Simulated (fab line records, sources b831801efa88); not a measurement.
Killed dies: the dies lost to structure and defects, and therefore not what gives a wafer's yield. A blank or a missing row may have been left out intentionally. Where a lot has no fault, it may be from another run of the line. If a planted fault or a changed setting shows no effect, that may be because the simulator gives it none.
2 desks looking at one fault -- flow gf180mcu -- every desk sees just its own numbers, and what lay behind them comes last

## FOR THE TOOL OWNER'S DESK: cvdW-01
The tool's own readings at GF_V4_CVD_23 (deposits W, target thk 350 nm, time 104.9 s): means of the sampled wafers that have a number, for each lot that ran on this tool. The brackets show how far a lot's mean lies from the usual mean; more than 4 standard deviations puts the lot out of limits, marked OUT.
Columns: A = heaterPowerW at GF_V4_CVD_23, usual 870 W
lot,first seen here,A
L264,day 24 05:52,850
L265,day 24 16:35,822
L266,day 25 02:08,789
L270,day 26 09:26,791
L271,day 26 19:11,776
L276,day 28 11:52,797
L285,day 30 18:24,744
Finding of this desk: none of the 7 lots has anything out of limits.

## AT THE METROLOGY DESK
Lot by lot, what the gauges showed, no matter which tool ran the lot: averages of those sampled wafers that carry a number. The brackets show how far a lot's mean lies from the usual mean; more than 4 standard deviations puts the lot out of limits, marked OUT.
Columns: A = cdNm at GF_M4_CD_MEAS_14, usual 280.4 nm; B = V4_BOW at GF_V4_BOW_MEAS_05, usual 134 um; C = V4_W_RS at GF_V4_RS_MEAS_24, usual 0.326 ohm/sq; D = V4_W_THK at GF_V4_THK_MEAS_25, usual 349 nm
lot,first seen here,A,B,C,D
L264,day 23 05:23,282.3,139,0.322,355
L265,day 23 16:34,280.0,147,0.322,356
L266,day 24 01:40,279.1,137,0.321,355
L267,day 24 10:07,280.7,137,0.331,343
L270,day 25 10:19,281.2,133,0.325,352
L271,day 25 20:32,278.9,121,0.322,354
L276,day 27 13:32,279.2,128,0.505 (+31) OUT,278 (-11) OUT
L279,day 28 11:35,281.4,133,0.329,347
L280,day 28 15:29,281.0,145,0.330,348
L282,day 29 06:15,279.4,134,0.334,341
L285,day 29 21:43,279.5,136,0.330,346
This desk's finding: out of limits on L276; first on L276, day 28 11:58 (V4_W_RS at GF_V4_RS_MEAS_24). In limits: L264, L265, L266, L267, L270, L271, L279, L280, L282, L285.

## BROUGHT TOGETHER
Metrology desk: alarm possible at day 28 11:58 on L276.
The tool owner's desk saw nothing out of limits.
The tool owner's desk has L276 on record, within its limits.
GF_V4_CVD_23 was run on cvdW-01 by each of the lots named.

## WHAT HAD BEEN PUT IN BY THE SIMULATOR
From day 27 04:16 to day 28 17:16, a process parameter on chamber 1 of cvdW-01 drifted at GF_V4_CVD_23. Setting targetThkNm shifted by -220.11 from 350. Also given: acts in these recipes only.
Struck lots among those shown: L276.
Delay in hours, fault start to first out-of-limits reading, per desk: metrology desk 32.
